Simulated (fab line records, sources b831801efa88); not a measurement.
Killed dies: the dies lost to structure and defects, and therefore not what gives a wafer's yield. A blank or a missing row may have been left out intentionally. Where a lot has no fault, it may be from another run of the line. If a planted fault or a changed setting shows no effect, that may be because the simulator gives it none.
fab line records ; flow sky130
[record] lots = 12; wafers = 36; last_day = 50
route steps=708 shown METAL1@437 VIA4@650 PASSIVATION@683 PAD_OPEN@702
lots that met no fault: taken from a fault-free run of the same line
start_h: hours from the record's first day to the start of the lot's first wafer shown ; wait_h: hours from the lot's prior step to this one ; " same as the row above ; L1.1+2: a single row standing in for several wafers ; - either no value or no given start ; * or withheld: withheld ; < > ~ a bound
route shown NAME@n: names a module that has steps shown in the file, with the first one's number in the route ; usual: mean/standard deviation taken from wafers without a fault ; same: alike in all rows ; chamber/n: place in a boat ; sites: the reading at each site ; _std_site: how widely they spread, as a standard deviation ; _edge_site: inner sites' mean taken away from outer sites' mean ; radius_mm: for every site, how far away it sits from the centre of the wafer ; mask NAME#n: copy n ; behind: the most recent tool/chamber to have shaped the wafer ; hold: the reason the lot was held/the length of the hold in hours/how it ended ; device: names the non-switching transistor (n, p or np) ; end of line: tests of these same wafers at the route's end ; for a step that has no rows: nothing shown but its recipe ; killed: not the wafer's yield, but the dies lost to structure and defects at the first sort ; map: a wafer's dies, x killed, . not, _ none there
set.NAME: the setting as run; set.NAME@STEP: as run at that earlier step ; model.NAME: the simulator's own value behind a step, which no gauge read
the route's steps for a sample of lots (tables are steps, rows are wafers)
services: when a tool's chamber went out of use (start_h, in hours from the record's first day, below 0 if earlier), for how many hours, and the reason
[[steps]]
[step SKY_METAL1_SPUTTER_03]
[recipe] material = Ti; target_thk_nm = 5; power_w = 3000; time_s = 3.3; chamber_pressure_pa = 0.4
[usual] chamber_pressure_pa = 0.3999/0.00082; throttle_valve_pct = 30.3/1.4
lot.wafer;tool;chamber;start_h;wait_h;chamber_pressure_pa;throttle_valve_pct
L547.1;pvd_sputter-02;-;744.87;0.0;0.3998;30.1
L547.2;pvd_sputter-02;-;744.87;0.0;0.3992;32.1
L547.6;pvd_sputter-02;-;744.87;0.0;0.4011;32.1
L548.1;pvd_sputter-03;-;747.71;0.0;0.4016;30.8
L548.3;pvd_sputter-03;-;747.71;0.0;0.3989;29.2
L548.5;pvd_sputter-03;-;747.71;0.0;0.3992;29.2
L550.1;pvd_sputter-03;-;750.21;0.0;0.4003;30.5
L550.3;pvd_sputter-03;-;750.21;0.0;0.4001;31.6
L550.5;pvd_sputter-03;-;750.21;0.0;0.3990;30.7
L549.2;pvd_sputter-03;-;762.68;0.0;0.3993;29.7
L549.4;pvd_sputter-03;-;762.68;0.0;0.3993;31.6
L549.5;pvd_sputter-03;-;762.68;0.0;0.3997;29.1
L551.1;pvd_sputter-02;-;766.48;0.0;0.3994;29.4
L551.2;pvd_sputter-02;-;766.48;0.0;0.3999;32.0
L551.3;pvd_sputter-02;-;766.48;0.0;0.3996;30.3
L552.1;pvd_sputter-01;-;775.45;0.0;0.3998;32.6
L552.4;pvd_sputter-01;-;775.45;0.0;0.4000;32.2
L552.6;pvd_sputter-01;-;775.45;0.0;0.3997;29.4
L560.2;pvd_sputter-02;-;841.92;0.0;0.3991;32.3
L560.4;pvd_sputter-02;-;841.92;0.0;0.3988;28.3
L560.5;pvd_sputter-02;-;841.92;0.0;0.4003;28.6
L562.4;pvd_sputter-02;-;856.37;0.0;0.4004;30.0
L562.5;pvd_sputter-02;-;856.37;0.0;0.4005;29.4
L562.6;pvd_sputter-02;-;856.37;0.0;0.4008;28.4
L563.2;pvd_sputter-03;-;866.58;0.0;0.3996;32.0
L563.3;pvd_sputter-03;-;866.58;0.0;0.3992;29.2
L563.6;pvd_sputter-03;-;866.58;0.0;0.3984;31.6
L564.1;pvd_sputter-03;-;867.62;0.0;0.3990;30.7
L564.2;pvd_sputter-03;-;867.62;0.0;0.4018;31.8
L564.6;pvd_sputter-03;-;867.62;0.0;0.4009;28.9
L567.1;pvd_sputter-01;-;890.98;0.0;0.3984;29.3
L567.5;pvd_sputter-01;-;890.98;0.0;0.4001;32.4
L567.6;pvd_sputter-01;-;890.98;0.0;0.3997;29.4
L569.3;pvd_sputter-03;-;913.23;0.0;0.3997;31.9
L569.4;pvd_sputter-03;-;913.23;0.0;0.4020;29.2
L569.5;pvd_sputter-03;-;913.23;0.0;0.3993;31.6
[step SKY_VIA4_OVL_MEAS_11]
[usual] VIA4_OVL = -0.6/1.3
lot.wafer;tool;chamber;start_h;wait_h;VIA4_OVL[nm]
L547.1;overlay-01;-;1008.06;0.1;-3.1
L547.2;overlay-01;-;1008.06;0.1;-2.0
L547.6;overlay-01;-;1008.06;0.1;-2.5
L548.1;overlay-01;-;1012.11;0.1;-0.6
L548.3;overlay-01;-;1012.11;0.1;-2.4
L548.5;overlay-01;-;1012.11;0.1;-2.8
L550.1;overlay-02;-;1013.83;0.1;-0.1
L550.3;overlay-02;-;1013.83;0.1;-2.9
L550.5;overlay-02;-;1013.83;0.1;-1.7
L549.2;overlay-01;-;1024.31;0.1;-0.7
L549.4;overlay-01;-;1024.31;0.1;0.7
L549.5;overlay-01;-;1024.31;0.1;-1.9
L551.1;overlay-02;-;1027.76;0.1;-0.8
L551.2;overlay-02;-;1027.76;0.1;-1.4
L551.3;overlay-02;-;1027.76;0.1;-2.4
L552.1;overlay-02;-;1035.71;0.1;-1.1
L552.4;overlay-02;-;1035.71;0.1;-0.9
L552.6;overlay-02;-;1035.71;0.1;-1.4
L560.2;overlay-02;-;1091.28;0.1;0.4
L560.4;overlay-02;-;1091.28;0.1;-0.2
L560.5;overlay-02;-;1091.28;0.1;-0.5
L563.2;overlay-01;-;1111.77;0.1;-1.7
L563.3;overlay-01;-;1111.77;0.1;0.2
L563.6;overlay-01;-;1111.77;0.1;-0.4
L562.4;overlay-02;-;1113.00;0.1;-1.7
L562.5;overlay-02;-;1113.00;0.1;-3.1
L562.6;overlay-02;-;1113.00;0.1;-0.6
L564.1;overlay-02;-;1113.21;0.1;-1.6
L564.2;overlay-02;-;1113.21;0.1;-1.0
L564.6;overlay-02;-;1113.21;0.1;0.3
L567.1;overlay-01;-;1128.36;0.1;0.4
L567.5;overlay-01;-;1128.36;0.1;-1.4
L567.6;overlay-01;-;1128.36;0.1;-0.6
L569.3;overlay-01;-;1146.24;0.1;-0.7
L569.4;overlay-01;-;1146.24;0.1;-1.0
L569.5;overlay-01;-;1146.24;0.1;-0.8
[step SKY_PASSIVATION_CVD_02]
[recipe] material = Si3N4; target_thk_nm = 540; temp_c = 400; time_s = withheld; rf_w = 450
[usual] heater_power_w = 743/110
lot.wafer;tool;chamber;start_h;wait_h;heater_power_w
L547.1;pecvd-03;0;1033.01;0.1;480
L547.2;pecvd-03;1;1033.01;0.1;763
L547.6;pecvd-03;1;1033.01;0.1;782
L548.1;pecvd-03;0;1037.95;0.1;531
L548.3;pecvd-03;2;1037.95;0.1;901
L548.5;pecvd-03;1;1037.95;0.1;680
L550.1;pecvd-01;2;1038.57;0.1;719
L550.3;pecvd-01;1;1038.57;0.1;817
L550.5;pecvd-01;0;1038.57;0.1;806
L549.2;pecvd-03;2;1049.23;0.0;718
L549.4;pecvd-03;1;1049.23;0.0;813
L549.5;pecvd-03;2;1049.23;0.0;823
L551.1;pecvd-02;0;1052.01;0.1;708
L551.2;pecvd-02;1;1052.01;0.1;786
L551.3;pecvd-02;2;1052.01;0.1;714
L552.1;pecvd-01;2;1059.66;0.1;723
L552.4;pecvd-01;2;1059.66;0.1;612
L552.6;pecvd-01;0;1059.66;0.1;775
L560.2;pecvd-01;1;1113.87;0.0;755
L560.4;pecvd-01;0;1113.87;0.0;840
L560.5;pecvd-01;1;1113.87;0.0;835
L563.2;pecvd-01;0;1133.55;0.0;848
L563.3;pecvd-01;2;1133.55;0.0;662
L563.6;pecvd-01;1;1133.55;0.0;908
L564.1;pecvd-02;1;1135.01;0.1;714
L564.2;pecvd-02;0;1135.01;0.1;739
L564.6;pecvd-02;2;1135.01;0.1;659
L562.4;pecvd-03;0;1135.31;0.1;538
L562.5;pecvd-03;1;1135.31;0.1;776
L562.6;pecvd-03;2;1135.31;0.1;801
L567.1;pecvd-02;1;1149.01;0.1;678
L567.5;pecvd-02;1;1149.01;0.1;696
L567.6;pecvd-02;2;1149.01;0.1;753
L569.3;pecvd-01;0;1166.15;0.0;839
L569.4;pecvd-01;0;1166.15;0.0;846
L569.5;pecvd-01;2;1166.15;0.0;730
[step SKY_PAD_OPEN_STRIP_08]
[recipe] chemistry = O2/N2; power_w = 1400; pressure_mtorr = 1500; platen_temp_c = withheld; overash_fraction = 0.7; o2_flow_sccm = 3000; n2_flow_sccm = 300
[usual] drypump_motor_current_A = 5.4/0.47; o2_flow_sccm = 2998/8.7; oes_product_au = 0.663/0.0042; strip_time_to_endpoint_s = 37.09/0.093
lot.wafer;tool;chamber;start_h;wait_h;drypump_motor_current_A;o2_flow_sccm;oes_product_au;rf_hours_counter_h;strip_time_to_endpoint_s
L547.1;plasma_asher-03;1;1075.68;0.1;5.0;3002;0.661;94;37.10
L547.2;plasma_asher-03;0;1075.68;0.1;4.8;2990;0.664;94;37.03
L547.6;plasma_asher-03;1;1075.68;0.1;5.0;3001;0.664;-;37.05
L548.1;plasma_asher-04;0;1081.72;0.1;5.6;2995;0.664;35;37.24
L548.3;plasma_asher-04;0;1081.72;0.1;5.6;2998;0.665;-;37.20
L548.5;plasma_asher-04;1;1081.72;0.1;5.7;2982;0.653;-;37.09
L550.1;plasma_asher-02;0;1082.07;0.1;6.1;3002;0.669;64;37.08
L550.3;plasma_asher-02;1;1082.07;0.1;5.5;2995;0.668;-;37.12
L550.5;plasma_asher-02;1;1082.07;0.1;5.5;2985;0.662;-;36.98
L549.2;plasma_asher-03;1;1092.46;0.1;5.0;3007;0.666;96;37.13
L549.4;plasma_asher-03;1;1092.46;0.1;5.0;3005;0.664;-;37.18
L549.5;plasma_asher-03;0;1092.46;0.1;4.8;3000;0.663;-;37.17
L551.1;plasma_asher-03;0;1094.07;0.1;4.8;2998;0.660;96;37.32
L551.2;plasma_asher-03;1;1094.07;0.1;5.0;2997;0.659;96;37.13
L551.3;plasma_asher-03;1;1094.07;0.1;5.0;3012;0.667;-;37.19
L552.1;plasma_asher-03;1;1101.86;0.1;5.0;2978;0.659;97;37.09
L552.4;plasma_asher-03;0;1101.86;0.1;4.9;3003;0.660;-;37.20
L552.6;plasma_asher-03;0;1101.86;0.1;4.9;3006;0.660;-;37.02
L560.2;plasma_asher-02;0;1150.71;0.1;6.1;2999;0.661;71;37.10
L560.4;plasma_asher-02;0;1150.71;0.1;6.1;3007;0.672;-;37.09
L560.5;plasma_asher-02;0;1150.71;0.1;6.1;2999;0.674;-;37.11
L563.2;plasma_asher-02;0;1168.63;0.1;6.1;3003;0.663;72;36.89
L563.3;plasma_asher-02;0;1168.63;0.1;6.1;3003;0.659;-;36.95
L563.6;plasma_asher-02;1;1168.63;0.1;5.5;2996;0.661;-;36.92
L564.1;plasma_asher-02;0;1169.88;0.1;6.1;2999;0.666;72;36.92
L564.2;plasma_asher-02;1;1169.88;0.1;5.4;2998;0.658;72;37.02
L564.6;plasma_asher-02;0;1169.88;0.1;6.1;3007;0.663;-;36.99
L562.4;plasma_asher-03;0;1170.30;0.1;4.8;3005;0.665;-;37.27
L562.5;plasma_asher-03;1;1170.30;0.1;5.0;2996;0.662;-;37.21
L562.6;plasma_asher-03;0;1170.30;0.1;4.8;2995;0.659;-;37.22
L567.1;plasma_asher-04;1;1183.02;0.1;5.7;3004;0.663;45;37.22
L567.5;plasma_asher-04;0;1183.02;0.1;5.6;2993;0.665;-;37.12
L567.6;plasma_asher-04;1;1183.02;0.1;5.7;3008;0.662;-;37.11
L569.3;plasma_asher-03;0;1196.50;0.1;4.8;2995;0.664;-;37.00
L569.4;plasma_asher-03;1;1196.50;0.1;5.0;2999;0.669;-;37.15
L569.5;plasma_asher-03;0;1196.50;0.1;4.8;3007;0.665;-;37.07
[step SKY_PAD_OPEN_PROBE_99]
[usual] defect_limited_yield = 82.6/2; killed_at_M0_to_M3 = 43/7.1; killed_at_M4_up = 3.0/1.9; killed_at_contacts = 24/5; killed_at_front_end = 15/4.3; killed_at_other = 0.3/0.5; killed_dies = 85/9.6; killed_open = 46/7.1; killed_short = 39/6.8; sort_bin_3_pad_short = 0.9/0.42; sort_bin_5_function = 10.2/1.4; sort_bin_6_memory = 6.3/1.2; sort_n_pass = 407/9.6; sort_yield_pct = 82.6/2
[same] gross_dies = 492; killed_at_back_side = 0; sort_bin_4_leakage[%] = 0; sort_bin_8_speed[%] = 0
lot.wafer;tool;chamber;start_h;wait_h;defect_limited_yield[%];killed_at_M0_to_M3;killed_at_M4_up;killed_at_contacts;killed_at_front_end;killed_at_other;killed_dies;killed_open;killed_short;sort_bin_3_pad_short[%];sort_bin_5_function[%];sort_bin_6_memory[%];sort_n_pass;sort_yield_pct[%]
L547.1;prober-01;-;1077.92;0.1;81.3;47;1;25;19;0;92;53;39;0.4;10.8;7.5;400;81.3
L547.2;prober-01;-;1077.97;0.1;81.7;36;2;33;19;0;90;50;40;0.8;11.0;6.5;402;81.7
L547.6;prober-01;-;1078.17;0.2;83.5;42;1;24;14;0;81;48;33;1.0;11.2;4.3;411;83.5
L548.1;prober-02;-;1083.98;0.1;83.1;50;1;19;13;0;83;48;35;0.4;10.4;6.1;409;83.1
L548.3;prober-02;-;1084.08;0.2;81.7;44;0;29;17;0;90;50;40;0.8;9.8;7.7;402;81.7
L548.5;prober-02;-;1084.18;0.2;82.3;49;1;22;15;0;87;58;29;0.4;10.8;6.5;405;82.3
L550.1;prober-01;-;1084.30;0.1;84.3;43;1;17;16;0;77;40;37;1.2;10.6;3.9;415;84.3
L550.3;prober-01;-;1084.40;0.2;80.9;50;2;20;22;0;94;51;43;0.4;10.4;8.3;398;80.9
L550.5;prober-01;-;1084.50;0.2;85.0;41;0;17;16;0;74;42;32;0.8;9.6;4.7;418;85.0
L549.2;prober-02;-;1094.72;0.1;81.1;49;3;30;11;0;93;52;41;0.4;9.8;8.7;399;81.1
L549.4;prober-02;-;1094.82;0.2;84.1;38;1;27;11;1;78;38;40;0.8;10.0;5.1;414;84.1
L549.5;prober-02;-;1094.87;0.2;85.6;35;2;24;10;0;71;44;27;0.4;9.1;4.9;421;85.6
L551.1;prober-01;-;1096.28;0.1;85.8;30;1;21;18;0;70;37;33;0.2;9.3;4.7;422;85.8
L551.2;prober-01;-;1096.33;0.1;83.3;36;7;23;16;0;82;30;52;0.8;11.0;4.9;410;83.3
L551.3;prober-01;-;1096.38;0.2;79.9;50;6;23;20;0;99;43;56;0.6;11.0;8.5;393;79.9
L552.1;prober-02;-;1104.11;0.1;85.0;39;2;18;15;0;74;45;29;1.2;8.5;5.3;418;85.0
L552.4;prober-02;-;1104.26;0.2;85.8;28;0;32;10;0;70;33;37;0.6;8.9;4.7;422;85.8
L552.6;prober-02;-;1104.36;0.2;82.3;35;3;31;18;0;87;52;35;1.2;11.8;4.7;405;82.3
L560.2;prober-01;-;1152.98;0.1;75.4;79;3;21;18;0;121;53;28;2.6;14.6;7.3;371;75.4
L560.4;prober-01;-;1153.08;0.2;72.2;91;4;22;20;0;137;50;37;4.7;15.9;7.3;355;72.2
L560.5;prober-01;-;1153.13;0.2;76.4;84;4;22;6;0;116;35;31;4.3;13.2;6.1;376;76.4
L563.2;prober-01;-;1170.95;0.1;83.3;46;4;21;11;0;82;48;34;0.6;10.4;5.7;410;83.3
L563.3;prober-01;-;1171.00;0.2;86.6;27;4;23;12;0;66;32;34;0.8;6.5;6.1;426;86.6
L563.6;prober-01;-;1171.15;0.2;84.3;38;3;25;11;0;77;43;34;0.6;7.9;7.1;415;84.3
L564.1;prober-02;-;1172.10;0.1;80.1;50;3;21;24;0;98;53;45;1.8;9.3;8.7;394;80.1
L564.2;prober-02;-;1172.15;0.1;83.1;36;5;23;19;0;83;44;39;1.2;10.2;5.5;409;83.1
L564.6;prober-02;-;1172.35;0.2;85.2;34;4;21;14;0;73;55;18;0.4;8.9;5.5;419;85.2
L562.4;prober-01;-;1172.64;0.2;74.0;97;1;19;11;0;128;47;23;3.9;13.4;8.7;364;74.0
L562.5;prober-01;-;1172.69;0.2;78.0;66;4;26;12;0;108;43;37;2.2;14.2;5.5;384;78.0
L562.6;prober-01;-;1172.74;0.2;74.4;85;2;25;14;0;126;33;38;3.3;16.7;5.7;366;74.4
L567.1;prober-02;-;1185.48;0.1;82.3;32;6;29;19;1;87;40;47;1.8;9.1;6.7;405;82.3
L567.5;prober-02;-;1185.68;0.2;83.1;39;7;27;10;0;83;42;41;0.8;10.8;5.3;409;83.1
L567.6;prober-02;-;1185.73;0.2;83.9;41;2;25;11;0;79;41;38;0.6;9.3;6.1;413;83.9
L569.3;prober-02;-;1198.83;0.2;84.8;39;2;23;11;0;75;40;35;0.8;8.7;5.7;417;84.8
L569.4;prober-02;-;1198.88;0.2;78.7;51;1;29;23;1;105;53;52;1.8;13.4;6.1;387;78.7
L569.5;prober-02;-;1198.93;0.2;80.9;45;5;26;17;1;94;44;50;1.0;11.0;7.1;398;80.9
// killed by level:class
L547.1 CONTACT:geometric_particle:open=12 VIA1:geometric_particle:open=10 VIA3:geometric_particle:open=8 LI_CONTACT:geometric_particle:open=7 METAL2:geometric_particle:short=7 FIELD_ISO:geometric_particle:open=6 VIA2:geometric_particle:open=6 POLY_GATE:geometric_particle:short=5
L547.2 LI_CONTACT:geometric_particle:open=12 CONTACT:geometric_particle:open=8 VIA3:geometric_particle:open=8 VIA1:geometric_particle:short=7 VIA1:geometric_particle:open=6 FIELD_ISO:geometric_particle:open=5 POLY_GATE:geometric_particle:short=5 CONTACT:geometric_particle:short=5
L547.6 VIA1:geometric_particle:open=14 CONTACT:geometric_particle:open=10 CONTACT:geometric_particle:short=6 VIA3:geometric_particle:open=5 POLY_GATE:geometric_particle:short=4 METAL1:geometric_particle:short=4 VIA1:geometric_particle:short=4 VIA2:geometric_particle:open=4
L548.1 VIA1:geometric_particle:open=15 VIA3:geometric_particle:open=9 CONTACT:geometric_particle:short=7 VIA1:geometric_particle:short=7 CONTACT:geometric_particle:open=5 LI_CONTACT:geometric_particle:open=4 METAL3:geometric_particle:short=4 FIELD_ISO:geometric_particle:open=3
L548.3 CONTACT:geometric_particle:open=8 VIA1:geometric_particle:open=8 CONTACT:geometric_particle:short=7 VIA1:geometric_particle:short=7 FIELD_ISO:geometric_particle:open=6 LI_CONTACT:geometric_particle:open=6 LOCAL_INTERCONNECT:geometric_particle:short=6 METAL1:geometric_particle:short=6
L548.5 VIA1:geometric_particle:open=14 CONTACT:geometric_particle:open=10 VIA1:geometric_particle:short=10 LI_CONTACT:geometric_particle:open=8 VIA3:geometric_particle:open=7 VIA2:geometric_particle:open=6 POLY_GATE:geometric_particle:short=4 METAL2:geometric_particle:short=4
L550.1 VIA1:geometric_particle:open=9 LI_CONTACT:geometric_particle:open=7 VIA2:geometric_particle:open=7 METAL2:geometric_particle:short=6 VIA2:geometric_particle:short=5 VIA3:geometric_particle:open=5 FIELD_ISO:geometric_particle:short=4 LOCAL_INTERCONNECT:geometric_particle:short=4
L550.3 VIA1:geometric_particle:open=16 FIELD_ISO:geometric_particle:short=8 VIA1:geometric_particle:short=8 LI_CONTACT:geometric_particle:open=8 VIA2:geometric_particle:open=6 FIELD_ISO:geometric_particle:open=5 CONTACT:geometric_particle:open=5 VIA3:geometric_particle:open=5
L550.5 VIA1:geometric_particle:open=13 LI_CONTACT:geometric_particle:open=9 FIELD_ISO:geometric_particle:short=6 METAL2:geometric_particle:short=6 VIA3:geometric_particle:open=6 METAL1:geometric_particle:short=5 CONTACT:geometric_particle:open=4 METAL3:geometric_particle:short=3
L549.2 VIA1:geometric_particle:open=13 LI_CONTACT:geometric_particle:open=12 VIA2:geometric_particle:open=9 CONTACT:geometric_particle:open=7 VIA1:geometric_particle:short=7 LOCAL_INTERCONNECT:geometric_particle:short=6 FIELD_ISO:geometric_particle:short=5 METAL1:geometric_particle:short=4
L549.4 VIA1:geometric_particle:open=10 LI_CONTACT:geometric_particle:open=7 CONTACT:geometric_particle:open=7 LI_CONTACT:geometric_particle:short=5 VIA3:geometric_particle:short=5 METAL1:geometric_particle:short=4 LOCAL_INTERCONNECT:geometric_particle:short=4 VIA2:geometric_particle:open=4
L549.5 CONTACT:geometric_particle:open=11 VIA1:geometric_particle:open=8 VIA3:geometric_particle:open=4 LI_CONTACT:geometric_particle:open=4 LOCAL_INTERCONNECT:geometric_particle:short=4 METAL1:geometric_particle:short=4 VIA2:geometric_particle:open=4 METAL3:geometric_particle:short=4
L551.1 VIA1:geometric_particle:open=9 LI_CONTACT:geometric_particle:open=6 LOCAL_INTERCONNECT:geometric_particle:short=6 VIA3:geometric_particle:short=6 FIELD_ISO:geometric_particle:open=4 POLY_GATE:geometric_particle:short=4 CONTACT:geometric_particle:open=4 POLY_GATE:geometric_particle:open=3
L551.2 VIA1:geometric_particle:short=8 LOCAL_INTERCONNECT:geometric_particle:short=7 CONTACT:geometric_particle:short=7 FIELD_ISO:geometric_particle:open=6 LI_CONTACT:geometric_particle:open=6 VIA1:geometric_particle:open=6 METAL4:geometric_particle:short=6 POLY_GATE:geometric_particle:short=5
L551.3 METAL2:geometric_particle:short=9 VIA2:geometric_particle:open=9 FIELD_ISO:geometric_particle:open=7 LI_CONTACT:geometric_particle:short=7 METAL1:geometric_particle:short=6 FIELD_ISO:geometric_particle:short=5 LI_CONTACT:geometric_particle:open=5 VIA3:geometric_particle:open=5
L552.1 VIA2:geometric_particle:open=8 LI_CONTACT:geometric_particle:open=7 CONTACT:geometric_particle:open=7 VIA1:geometric_particle:open=7 POLY_GATE:geometric_particle:open=5 VIA1:geometric_particle:short=5 METAL1:geometric_particle:short=5 VIA3:geometric_particle:open=5
L552.4 CONTACT:geometric_particle:open=11 CONTACT:geometric_particle:short=8 LI_CONTACT:geometric_particle:open=7 METAL1:geometric_particle:short=6 VIA1:geometric_particle:short=5 LOCAL_INTERCONNECT:geometric_particle:short=4 VIA3:geometric_particle:open=4 VIA3:geometric_particle:short=4
L552.6 CONTACT:geometric_particle:open=13 VIA1:geometric_particle:open=9 LI_CONTACT:geometric_particle:open=9 METAL2:geometric_particle:short=7 SPACER:geometric_particle:open=6 VIA1:geometric_particle:short=5 POLY_GATE:geometric_particle:short=4 CONTACT:geometric_particle:short=4
L560.2 METAL1:unspecified=40 VIA1:geometric_particle:open=11 CONTACT:geometric_particle:open=9 VIA3:geometric_particle:open=8 LI_CONTACT:geometric_particle:open=6 METAL1:geometric_particle:short=6 FIELD_ISO:geometric_particle:short=5 VIA1:geometric_particle:short=4
L560.4 METAL1:unspecified=50 CONTACT:geometric_particle:open=13 METAL2:geometric_particle:short=9 FIELD_ISO:geometric_particle:open=8 VIA3:geometric_particle:open=7 POLY_GATE:geometric_particle:open=4 METAL1:geometric_particle:open=4 VIA1:geometric_particle:short=4
L560.5 METAL1:unspecified=50 CONTACT:geometric_particle:open=9 VIA2:geometric_particle:open=8 VIA3:geometric_particle:open=6 CONTACT:geometric_particle:short=5 VIA1:geometric_particle:open=5 METAL2:geometric_particle:short=5 LI_CONTACT:geometric_particle:open=4
L563.2 VIA1:geometric_particle:open=10 VIA3:geometric_particle:open=10 CONTACT:geometric_particle:open=9 METAL1:geometric_particle:short=9 VIA2:geometric_particle:open=6 LI_CONTACT:geometric_particle:open=4 CONTACT:geometric_particle:short=4 METAL2:geometric_particle:short=4
L563.3 LI_CONTACT:geometric_particle:open=7 CONTACT:geometric_particle:open=7 CONTACT:geometric_particle:short=5 VIA1:geometric_particle:short=5 VIA1:geometric_particle:open=5 FIELD_ISO:geometric_particle:short=4 METAL1:geometric_particle:short=4 VIA3:geometric_particle:open=4
L563.6 VIA1:geometric_particle:open=13 CONTACT:geometric_particle:open=9 VIA3:geometric_particle:open=7 LI_CONTACT:geometric_particle:open=6 METAL1:geometric_particle:short=6 CONTACT:geometric_particle:short=5 POLY_GATE:geometric_particle:open=4 POLY_GATE:geometric_particle:short=4
L564.1 VIA1:geometric_particle:open=10 FIELD_ISO:geometric_particle:open=8 VIA3:geometric_particle:open=7 CONTACT:geometric_particle:open=7 METAL1:geometric_particle:short=7 VIA1:geometric_particle:short=7 VIA2:geometric_particle:open=6 POLY_GATE:geometric_particle:open=5
L564.2 VIA2:geometric_particle:open=7 FIELD_ISO:geometric_particle:open=6 CONTACT:geometric_particle:open=6 LI_CONTACT:geometric_particle:short=5 CONTACT:geometric_particle:short=5 LOCAL_INTERCONNECT:geometric_particle:short=5 POLY_GATE:geometric_particle:open=4 METAL2:geometric_particle:open=4
L564.6 CONTACT:geometric_particle:open=11 VIA3:geometric_particle:open=8 VIA1:geometric_particle:open=8 VIA2:geometric_particle:open=8 LI_CONTACT:geometric_particle:open=6 FIELD_ISO:geometric_particle:open=5 POLY_GATE:geometric_particle:short=5 POLY_GATE:geometric_particle:open=2
L562.4 METAL1:unspecified=58 VIA1:geometric_particle:open=9 CONTACT:geometric_particle:open=7 VIA3:geometric_particle:open=7 FIELD_ISO:geometric_particle:open=6 LI_CONTACT:geometric_particle:open=5 METAL1:geometric_particle:open=4 METAL1:geometric_particle:short=4
L562.5 METAL1:unspecified=28 VIA2:geometric_particle:open=10 LI_CONTACT:geometric_particle:open=8 CONTACT:geometric_particle:open=6 VIA1:geometric_particle:open=6 METAL2:geometric_particle:short=6 CONTACT:geometric_particle:short=5 FIELD_ISO:geometric_particle:open=4
L562.6 METAL1:unspecified=55 CONTACT:geometric_particle:open=10 METAL2:geometric_particle:short=6 LOCAL_INTERCONNECT:geometric_particle:short=5 FIELD_ISO:geometric_particle:open=4 LI_CONTACT:geometric_particle:open=4 METAL1:geometric_particle:short=4 VIA1:geometric_particle:open=4
L567.1 FIELD_ISO:geometric_particle:short=9 CONTACT:geometric_particle:short=9 CONTACT:geometric_particle:open=7 VIA3:geometric_particle:open=6 VIA1:geometric_particle:open=6 LI_CONTACT:geometric_particle:open=5 LOCAL_INTERCONNECT:geometric_particle:short=5 VIA3:geometric_particle:short=5
L567.5 CONTACT:geometric_particle:short=11 CONTACT:geometric_particle:open=9 VIA1:geometric_particle:open=9 FIELD_ISO:geometric_particle:open=5 VIA1:geometric_particle:short=5 VIA3:geometric_particle:open=5 LI_CONTACT:geometric_particle:open=4 METAL1:geometric_particle:short=4
L567.6 CONTACT:geometric_particle:open=9 METAL1:geometric_particle:short=8 VIA2:geometric_particle:open=7 CONTACT:geometric_particle:short=6 LI_CONTACT:geometric_particle:open=5 METAL3:geometric_particle:short=4 LOCAL_INTERCONNECT:geometric_particle:short=4 VIA1:geometric_particle:open=4
L569.3 CONTACT:geometric_particle:open=11 METAL1:geometric_particle:short=10 VIA1:geometric_particle:open=6 LI_CONTACT:geometric_particle:open=5 VIA2:geometric_particle:open=5 CONTACT:geometric_particle:short=4 METAL2:geometric_particle:short=4 POLY_GATE:geometric_particle:open=3
L569.4 VIA2:geometric_particle:open=10 CONTACT:geometric_particle:short=9 LI_CONTACT:geometric_particle:open=9 VIA1:geometric_particle:open=9 FIELD_ISO:geometric_particle:short=8 CONTACT:geometric_particle:open=6 METAL1:geometric_particle:short=6 FIELD_ISO:geometric_particle:open=5
L569.5 VIA1:geometric_particle:open=11 CONTACT:geometric_particle:short=9 CONTACT:geometric_particle:open=8 METAL1:geometric_particle:short=8 VIA3:geometric_particle:open=7 POLY_GATE:geometric_particle:open=5 VIA2:geometric_particle:open=5 FIELD_ISO:geometric_particle:short=4
[[services]]
tool;chamber;start_h;hours;kind
pvd_sputter-03;-;733.18;5.5;repair
plasma_asher-02;-;749.64;2.8;pm
plasma_asher-02;-;752.45;3.5;repair
pecvd-01;0;752.48;14.3;repair
pvd_sputter-03;-;771.11;24.2;repair
pecvd-03;2;791.52;6.2;repair
pecvd-03;0;803.46;4.1;repair
pecvd-03;1;808.37;20.6;repair
pecvd-03;-;811.68;0.9;repair
plasma_asher-03;-;835.87;1.7;repair
pvd_sputter-02;-;889.91;4.1;repair
pecvd-03;-;901.03;5.5;pm
plasma_asher-02;-;912.96;0.8;repair
pecvd-01;-;926.87;0.5;repair
pecvd-01;2;956.91;23.3;repair
plasma_asher-02;-;963.70;3.3;repair
pecvd-01;-;1003.75;34.8;repair
pecvd-01;2;1102.89;23.7;repair
pvd_sputter-03;-;1109.78;2.4;repair
pecvd-01;-;1122.98;2.9;repair
pvd_sputter-03;-;1124.72;3.8;repair
plasma_asher-03;-;1149.40;1.8;repair
pvd_sputter-03;-;1165.61;3.3;repair
pvd_sputter-03;-;1195.26;1.9;repair
[[key]]
[first_sign] step = SKY_PAD_OPEN_PROBE_99; reading = sort_bin_3_pad_short; direction = up; sigmas = 6.2; usual = 0.9; struck = 3.5
[effect] step = SKY_PAD_OPEN_PROBE_99; reading = killed_at_M0_to_M3; direction = up; sigmas = 5.8; usual = 43; struck = 84
met_at SKY_METAL1_SPUTTER_03
struck_lots L560,L562
not_acting_at SKY_VIA4_OVL_MEAS_11,SKY_PASSIVATION_CVD_02,SKY_PAD_OPEN_STRIP_08
onset_between 766.48 841.92
[fault] kind = chamber_particle_source; tool = pvd_sputter-02; chamber = -; onset_h = 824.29; steps = SKY_METAL1_SPUTTER_03; rate_per_visit_cm2 = 1.3352; end_h = 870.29
